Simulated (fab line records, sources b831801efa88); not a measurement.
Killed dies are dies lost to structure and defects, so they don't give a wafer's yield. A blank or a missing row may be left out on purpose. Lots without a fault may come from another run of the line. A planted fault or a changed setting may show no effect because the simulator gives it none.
Chamber matching | flow sky130 | SKY_CONTACT_CMP_04 on cmp-01: 4 sister chambers
The step polishes SiO2. 4 wafers are shown with their chamber, then 7 later ones without.

WAFERS WITH THEIR CHAMBER
wafer  | chamber | motor_current_A (A)
L578.5 | 3       | 11.6
L580.1 | 1       | 10.7
L586.4 | 0       | 13.1
L586.5 | 2       | 9.1

WAFERS WITHOUT THEIR CHAMBER
wafer  | motor_current_A (A)
L586.6 | 11.0
L587.2 | 12.4
L587.4 | 11.5
L587.6 | 10.7
L591.3 | 9.7
L591.4 | 11.5
L591.6 | 9.4

WHICH CHAMBER EACH WENT THROUGH
wafer  | from the rows above     | in truth
L586.6 | can't be placed: 1 or 3 | 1
L587.2 | can't be placed: 0 or 3 | 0
L587.4 | can't be placed: 3 or 1 | 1
L587.6 | 1                       | 1
L591.3 | can't be placed: 2 or 1 | 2
L591.4 | can't be placed: 3 or 1 | 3
L591.6 | 2                       | 2
Placed correctly: 2 of 7. Can't be placed from these rows: 5 (the true chamber is among the candidates in 5). Placed wrongly: 0.
How it was worked out, from the rows above alone: a wafer's distance from a chamber is the root of the sum, over the readings, of the square of ((its reading less the chamber's mean) divided by the reading's scatter). The wafer belongs to the nearest chamber; if the next one is less than 2 further off, it can't be placed. A chamber's mean is the mean of its shown wafers. The scatter: with one shown wafer a chamber, the root of the mean of the squares of how far each hidden wafer lies from its nearest shown one.
